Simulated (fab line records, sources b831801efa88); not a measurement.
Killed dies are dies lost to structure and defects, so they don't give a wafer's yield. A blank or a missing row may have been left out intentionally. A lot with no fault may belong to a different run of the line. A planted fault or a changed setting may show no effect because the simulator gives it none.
What tool caused it? -- flow sky130 -- Sampling: 24 lots, 72 wafers, 6 of 708 route steps

## WHAT THE GAUGES READ, wafer by wafer
SKY_CAPM_THK_MEAS_04: measures by xrf.
lot,measured,on,CAPM_TIN_THK (nm)
L074,day 36 09:05,film_metro-03,202.5 200.6 202.2
L075,day 36 15:08,film_metro-02,200.5 203.0 202.0
L076,day 36 18:26,film_metro-02,199.4 200.2 200.9
L077,day 37 05:00,film_metro-04,200.2 202.0 202.0
L078,day 37 18:38,film_metro-02,196.7 196.8 197.5
L079,day 37 21:52,film_metro-03,198.4 199.0 197.6
L080,day 38 12:54,film_metro-02,199.7 202.9 200.6
L081,day 38 14:26,film_metro-04,203.4 204.9 203.6
L082,day 38 20:26,film_metro-04,197.8 199.6 201.0
L083,day 39 10:33,film_metro-02,200.1 199.3 200.1
L084,day 39 17:10,film_metro-03,201.6 202.8 199.8
L085,day 39 20:15,film_metro-02,197.6 198.8 197.2
L086,day 40 07:26,film_metro-02,203.6 202.2 202.4
L087,day 40 12:34,film_metro-02,205.2 202.1 203.2
L088,day 40 16:15,film_metro-03,202.2 200.1 203.1
L089,day 41 02:39,film_metro-02,196.0 196.6 197.5
L090,day 41 10:45,film_metro-03,203.7 204.2 201.5
L092,day 41 21:15,film_metro-02,201.0 198.8 201.4
L091,day 42 01:01,film_metro-03,202.5 205.9 203.6
L093,day 42 05:19,film_metro-04,199.5 198.0 198.9
L094,day 42 08:51,film_metro-04,201.6 199.9 199.4
L095,day 42 16:28,film_metro-04,204.3 202.1 200.6
L096,day 42 21:41,film_metro-03,202.9 203.6 203.7
L097,day 43 04:05,film_metro-04,200.9 201.8 198.3

SKY_METAL3_CD_MEAS_13: target cd 300 nm.
lot,measured,on,cd_nm (nm)
L074,day 38 13:02,cd_sem-01,300.6 299.0 301.4
L075,day 38 18:38,cd_sem-02,301.7 301.0 301.3
L076,day 38 21:59,cd_sem-02,301.9 300.5 301.7
L077,day 39 07:40,cd_sem-01,301.2 299.5 300.1
L078,day 39 20:29,cd_sem-01,300.1 299.8 300.2
L079,day 39 23:55,cd_sem-02,301.1 300.7 301.5
L080,day 40 13:23,cd_sem-02,301.9 300.9 300.8
L081,day 40 15:17,cd_sem-02,298.4 299.6 298.9
L082,day 40 21:28,cd_sem-01,300.0 299.4 300.2
L083,day 41 10:23,cd_sem-01,302.4 300.4 300.9
L084,day 41 17:14,cd_sem-02,299.1 300.9 300.8
L085,day 41 19:28,cd_sem-01,297.7 298.5 297.9
L086,day 42 06:32,cd_sem-02,300.8 298.5 299.4
L087,day 42 12:13,cd_sem-01,300.0 300.5 301.3
L088,day 42 16:53,cd_sem-01,299.5 300.1 299.5
L089,day 43 02:48,cd_sem-01,299.5 298.5 300.0
L090,day 43 10:11,cd_sem-02,299.5 299.6 300.4
L092,day 43 20:29,cd_sem-01,298.5 297.7 298.4
L091,day 43 23:06,cd_sem-01,297.5 299.4 299.3
L093,day 44 03:47,cd_sem-01,299.9 298.1 298.3
L094,day 44 07:05,cd_sem-02,298.7 299.7 300.5
L095,day 44 14:41,cd_sem-02,300.8 301.5 300.3
L096,day 44 18:21,cd_sem-01,298.1 299.1 298.7
L097,day 45 01:08,cd_sem-02,298.2 300.7 298.0

## WHICH TOOL RAN EACH LOT (tool, then ch and the chambers of the sampled wafers, then the start)
lot,SKY_METAL2_SPUTTER_04,SKY_VIA2_CMP_24,SKY_METAL3_SPUTTER_03,SKY_METAL3_SPUTTER_04
L074,"pvd_sputter-02, day 33 23:54","cmp-02 ch 0,2,3, day 36 08:23","pvd_sputter-01, day 36 08:41","pvd_sputter-01, day 36 08:42"
L075,"pvd_sputter-04, day 34 07:28","cmp-02 ch 0,1,2, day 36 14:21","pvd_sputter-04, day 36 14:44","pvd_sputter-04, day 36 14:46"
L076,"pvd_sputter-04, day 34 11:23","cmp-01 ch 1,2, day 36 17:42","pvd_sputter-01, day 36 18:02","pvd_sputter-01, day 36 18:04"
L077,"pvd_sputter-01, day 34 20:51","cmp-01 ch 1,2,3, day 37 04:17","pvd_sputter-01, day 37 04:37","pvd_sputter-01, day 37 04:38"
L078,"pvd_sputter-04, day 35 11:12","cmp-02 ch 0,1,2, day 37 18:00","pvd_sputter-04, day 37 18:14","pvd_sputter-04, day 37 18:16"
L079,"pvd_sputter-02, day 35 14:12","cmp-02 ch 2,3, day 37 21:06","pvd_sputter-04, day 37 21:29","pvd_sputter-04, day 37 21:30"
L080,"pvd_sputter-04, day 36 05:07","cmp-01 ch 2,3, day 38 12:08","pvd_sputter-01, day 38 12:31","pvd_sputter-01, day 38 12:32"
L081,"pvd_sputter-04, day 36 08:17","cmp-02 ch 1,3, day 38 13:40","pvd_sputter-01, day 38 14:03","pvd_sputter-01, day 38 14:04"
L082,"pvd_sputter-04, day 36 13:04","cmp-02 ch 0,3, day 38 19:40","pvd_sputter-01, day 38 20:03","pvd_sputter-01, day 38 20:04"
L083,"pvd_sputter-04, day 37 03:52","cmp-02 ch 0,1,2, day 39 09:53","pvd_sputter-04, day 39 10:10","pvd_sputter-04, day 39 10:11"
L084,"pvd_sputter-04, day 37 12:39","cmp-01 ch 0,2,3, day 39 16:24","pvd_sputter-03, day 39 16:47","pvd_sputter-03, day 39 16:49"
L085,"pvd_sputter-01, day 37 15:03","cmp-02 ch 1,2,3, day 39 19:31","pvd_sputter-01, day 39 19:52","pvd_sputter-01, day 39 19:53"
L086,"pvd_sputter-04, day 38 00:35","cmp-02 ch 0,3, day 40 06:42","pvd_sputter-01, day 40 07:02","pvd_sputter-01, day 40 07:04"
L087,"pvd_sputter-04, day 38 08:03","cmp-02 ch 0,1,2, day 40 11:49","pvd_sputter-03, day 40 12:10","pvd_sputter-03, day 40 12:11"
L088,"pvd_sputter-04, day 38 11:30","cmp-02 ch 2,3, day 40 15:31","pvd_sputter-01, day 40 15:52","pvd_sputter-01, day 40 15:53"
L089,"pvd_sputter-01, day 38 22:52","cmp-02 ch 1,2, day 41 01:54","pvd_sputter-04, day 41 02:14","pvd_sputter-04, day 41 02:16"
L090,"pvd_sputter-02, day 39 07:37","cmp-01 ch 1,2,3, day 41 09:59","pvd_sputter-01, day 41 10:22","pvd_sputter-01, day 41 10:23"
L092,"pvd_sputter-02, day 39 18:02","cmp-01 ch 0,1,2, day 41 20:34","pvd_sputter-04, day 41 20:52","pvd_sputter-04, day 41 20:52"
L091,"pvd_sputter-02, day 39 21:29","cmp-01 ch 0,3, day 42 00:13","pvd_sputter-04, day 42 00:36","pvd_sputter-04, day 42 00:37"
L093,"pvd_sputter-01, day 40 01:36","cmp-02 ch 0,2,3, day 42 04:33","pvd_sputter-04, day 42 04:56","pvd_sputter-04, day 42 04:57"
L094,"pvd_sputter-01, day 40 06:22","cmp-02 ch 0,1,2, day 42 08:05","pvd_sputter-04, day 42 08:28","pvd_sputter-04, day 42 08:29"
L095,"pvd_sputter-02, day 40 13:16","cmp-01 ch 1,3, day 42 15:45","pvd_sputter-01, day 42 16:05","pvd_sputter-01, day 42 16:06"
L096,"pvd_sputter-02, day 40 18:41","cmp-02 ch 0,1,2, day 42 20:54","pvd_sputter-01, day 42 21:17","pvd_sputter-01, day 42 21:18"
L097,"pvd_sputter-02, day 41 00:47","cmp-01 ch 0,1,3, day 43 03:22","pvd_sputter-04, day 43 03:42","pvd_sputter-04, day 43 03:43"
- SKY_METAL2_SPUTTER_04: material TiN, target thk 70 nm, time 58.3 s.
- SKY_VIA2_CMP_24: polishes, stops on SiO2, t overpolish 20 s, target thk 0 nm.
- SKY_METAL3_SPUTTER_03: material Ti, target thk 5 nm, time 3.3 s.
- SKY_METAL3_SPUTTER_04: material TiN, target thk 70 nm, time 58.3 s.

## WHAT THE TOOLS THEMSELVES READ (means of the sampled wafers that have a number; where no wafer has one, the mark that the record gives instead)
SKY_METAL2_SPUTTER_04.
lot,tool,throttle_valve_pct (%)
L074,pvd_sputter-02,29.3
L075,pvd_sputter-04,30.1
L076,pvd_sputter-04,30.7
L077,pvd_sputter-01,30.5
L078,pvd_sputter-04,30.6
L079,pvd_sputter-02,29.4
L080,pvd_sputter-04,30.6
L081,pvd_sputter-04,30.4
L082,pvd_sputter-04,30.3
L083,pvd_sputter-04,30.1
L084,pvd_sputter-04,30.3
L085,pvd_sputter-01,30.5
L086,pvd_sputter-04,30.4
L087,pvd_sputter-04,30.2
L088,pvd_sputter-04,30.0
L089,pvd_sputter-01,30.8
L090,pvd_sputter-02,29.7
L092,pvd_sputter-02,29.4
L091,pvd_sputter-02,29.5
L093,pvd_sputter-01,30.7
L094,pvd_sputter-01,30.4
L095,pvd_sputter-02,29.4
L096,pvd_sputter-02,30.1
L097,pvd_sputter-02,29.3

SKY_VIA2_CMP_24.
lot,tool,motor_current_A (A),overpolish_run_s (s),platen_rpm (rpm),time_to_endpoint_s (s)
L074,cmp-02,12.3,20.006,60.00,101
L075,cmp-02,11.8,19.987,59.98,99
L076,cmp-01,11.8,20.003,60.02,103
L077,cmp-01,11.7,20.012,59.98,99
L078,cmp-02,11.5,19.994,60.03,100
L079,cmp-02,11.5,20.001,60.04,100
L080,cmp-01,11.5,19.996,60.00,105
L081,cmp-02,10.7,20.000,59.97,101
L082,cmp-02,12.6,20.004,59.96,99
L083,cmp-02,12.1,20.000,59.99,105
L084,cmp-01,10.6,20.003,59.98,103
L085,cmp-02,11.5,20.000,60.02,105
L086,cmp-02,11.6,20.005,60.03,102
L087,cmp-02,11.8,20.000,59.99,105
L088,cmp-02,12.1,20.008,60.04,103
L089,cmp-02,11.3,20.002,59.99,100
L090,cmp-01,11.1,19.999,60.01,104
L092,cmp-01,10.6,20.001,60.02,101
L091,cmp-01,10.7,19.995,60.01,106
L093,cmp-02,11.8,19.994,59.98,101
L094,cmp-02,11.8,20.003,59.97,106
L095,cmp-01,11.8,20.000,60.06,102
L096,cmp-02,11.6,19.997,60.01,103
L097,cmp-01,11.0,19.999,59.99,103

SKY_METAL3_SPUTTER_03.
lot,tool,throttle_valve_pct (%)
L074,pvd_sputter-01,29.7
L075,pvd_sputter-04,30.2
L076,pvd_sputter-01,30.8
L077,pvd_sputter-01,30.2
L078,pvd_sputter-04,30.4
L079,pvd_sputter-04,29.9
L080,pvd_sputter-01,29.8
L081,pvd_sputter-01,30.6
L082,pvd_sputter-01,29.6
L083,pvd_sputter-04,29.9
L084,pvd_sputter-03,30.6
L085,pvd_sputter-01,30.8
L086,pvd_sputter-01,30.7
L087,pvd_sputter-03,30.5
L088,pvd_sputter-01,30.4
L089,pvd_sputter-04,30.3
L090,pvd_sputter-01,30.6
L092,pvd_sputter-04,30.2
L091,pvd_sputter-04,30.2
L093,pvd_sputter-04,30.6
L094,pvd_sputter-04,30.3
L095,pvd_sputter-01,30.5
L096,pvd_sputter-01,29.5
L097,pvd_sputter-04,30.6

SKY_METAL3_SPUTTER_04.
lot,tool,throttle_valve_pct (%)
L074,pvd_sputter-01,29.6
L075,pvd_sputter-04,30.4
L076,pvd_sputter-01,30.7
L077,pvd_sputter-01,30.4
L078,pvd_sputter-04,30.2
L079,pvd_sputter-04,29.9
L080,pvd_sputter-01,29.8
L081,pvd_sputter-01,30.5
L082,pvd_sputter-01,29.6
L083,pvd_sputter-04,30.0
L084,pvd_sputter-03,30.3
L085,pvd_sputter-01,30.7
L086,pvd_sputter-01,30.7
L087,pvd_sputter-03,30.5
L088,pvd_sputter-01,30.4
L089,pvd_sputter-04,30.5
L090,pvd_sputter-01,30.5
L092,pvd_sputter-04,30.1
L091,pvd_sputter-04,30.2
L093,pvd_sputter-04,30.5
L094,pvd_sputter-04,30.2
L095,pvd_sputter-01,30.5
L096,pvd_sputter-01,29.4
L097,pvd_sputter-04,30.5

## THE ANSWER, worked out from the rows above alone
Rule: what is usual is taken from the lots themselves. The widest of any qualifying gaps counts: lots, ordered by their means at a reading, are off when they make up no more than a third of the lots, leave a main group of 4 or more, and stand apart from it by 3 or more times the standard deviation of that group's means. A main group is skipped when, at the precision printed for the reading in the tables above, its means are all equal. Also off: a lot with no number at a reading for which 4 or more lots have one. Any other lot the step has rows for is counted as sound. The gauges are gone through in route order, then the tools' own readings, and for those a lot's mean is taken as printed above. The first step at which some lot is off is used, and at that step the reading that is off furthest; a lot without a number counts as furthest.
Across all readings shown, no lot is off: no conclusion can be drawn from this.

## WHAT THE SIMULATOR HAD INSERTED
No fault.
